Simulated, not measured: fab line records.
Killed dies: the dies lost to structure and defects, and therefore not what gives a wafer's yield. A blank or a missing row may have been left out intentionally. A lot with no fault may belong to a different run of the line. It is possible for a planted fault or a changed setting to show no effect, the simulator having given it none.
Which tool did it? | flow sfq line | 14 lots, 42 wafers sampled, at 2 steps of a route of 325

WHAT EACH GAUGE READ, for each wafer
SFQ_M1_RS_MEAS_909: measurement is done with a four-point probe. Usual: for M1_NB_RS the level is 0.887 ohm/sq and the standard deviation is 0.0081.
lot  | measured     | on            | M1_NB_RS (ohm/sq) | flag
L461 | day 14 22:36 | film metro-04 | 0.882 0.890 0.890 |
L463 | day 15 19:27 | film metro-03 | 0.886 0.881 0.877 |
L465 | day 16 05:13 | film metro-04 | 0.878 0.878 0.874 |
L469 | day 18 19:36 | film metro-03 | 0.896 0.899 0.888 |
L470 | day 19 09:40 | film metro-03 | 0.880 0.876 0.880 |
L471 | day 19 20:35 | film metro-03 | 0.879 0.876 0.882 |
L472 | day 20 02:37 | film metro-04 | 0.884 0.881 0.882 |
L473 | day 20 05:32 | film metro-03 | 0.883 0.881 0.880 |
L474 | day 20 17:31 | film metro-01 | 1.369 0.901 1.384 | OFF
L475 | day 21 13:55 | film metro-01 | 1.372 0.898 1.369 | OFF
L481 | day 25 09:47 | film metro-04 | 0.889 0.880 0.886 |
L482 | day 25 16:26 | film metro-04 | 0.880 0.881 0.880 |
L483 | day 26 04:34 | film metro-01 | 0.889 0.901 0.895 |
L484 | day 26 20:29 | film metro-03 | 0.887 0.889 0.893 |

EACH LOT AND THE TOOL THAT RAN IT (in order: tool; ch and the chambers of the sampled wafers; start)
lot  | SFQ_TRILAYER_M1_DEP_SPUTTER_037
L461 | pvd sputter-06, day 14 22:29
L463 | pvd sputter-04, day 15 19:20
L465 | pvd sputter-03, day 16 05:04
L469 | pvd sputter-04, day 18 19:30
L470 | pvd sputter-03, day 19 09:34
L471 | pvd sputter-03, day 19 20:29
L472 | pvd sputter-03, day 20 02:29
L473 | pvd sputter-06, day 20 05:25
L474 | pvd sputter-03, day 20 17:25
L475 | pvd sputter-03, day 21 13:49
L481 | pvd sputter-04, day 25 09:41
L482 | pvd sputter-03, day 25 16:21
L483 | pvd sputter-03, day 26 04:28
L484 | pvd sputter-03, day 26 20:24
- SFQ_TRILAYER_M1_DEP_SPUTTER_037: material Nb, target thk 200 nm, time 133.3 s.

AS READ BY THE TOOLS THEMSELVES (means over the sampled wafers that have a number; for cases with no such wafer, the mark the record gives instead)
SFQ_TRILAYER_M1_DEP_SPUTTER_037. Usual: 29.7 % for throttle valve pct, sd 0.91.
lot  | tool           | throttle valve pct (%) | flag
L461 | pvd sputter-06 | 29.2                   |
L463 | pvd sputter-04 | 30.7                   |
L465 | pvd sputter-03 | 29.3                   |
L469 | pvd sputter-04 | 29.6                   |
L470 | pvd sputter-03 | 29.4                   |
L471 | pvd sputter-03 | 29.1                   |
L472 | pvd sputter-03 | 29.8                   |
L473 | pvd sputter-06 | 29.7                   |
L474 | pvd sputter-03 | 29.3                   |
L475 | pvd sputter-03 | 29.9                   |
L481 | pvd sputter-04 | 30.5                   |
L482 | pvd sputter-03 | 29.3                   |
L483 | pvd sputter-03 | 29.7                   |
L484 | pvd sputter-03 | 29.6                   |

THE ANSWER, worked out from the rows above alone
Rule: lot off if the mean of its wafers having a number is beyond 3 standard deviations from the usual mean. A lot without any number at a reading at which 4 lots or more have one is off too. The other lots that the step has rows for count as sound. First the gauges in route order, then the tools' own readings, where a lot's mean is used as printed above. At the first step where some lot is off, the reading lying furthest off is the one used; lots without a number count as furthest.
Off: L474, L475, seen at SFQ_M1_RS_MEAS_909 (M1_NB_RS).
If a tool, at a process step before that reading, ran all the lots that are off and no sound lot after the first of them, it fits. Those tools and the gauges at SFQ_M1_RS_MEAS_909 are tried in the same way. None of those tried fits.

WHAT THE SIMULATOR PUT IN
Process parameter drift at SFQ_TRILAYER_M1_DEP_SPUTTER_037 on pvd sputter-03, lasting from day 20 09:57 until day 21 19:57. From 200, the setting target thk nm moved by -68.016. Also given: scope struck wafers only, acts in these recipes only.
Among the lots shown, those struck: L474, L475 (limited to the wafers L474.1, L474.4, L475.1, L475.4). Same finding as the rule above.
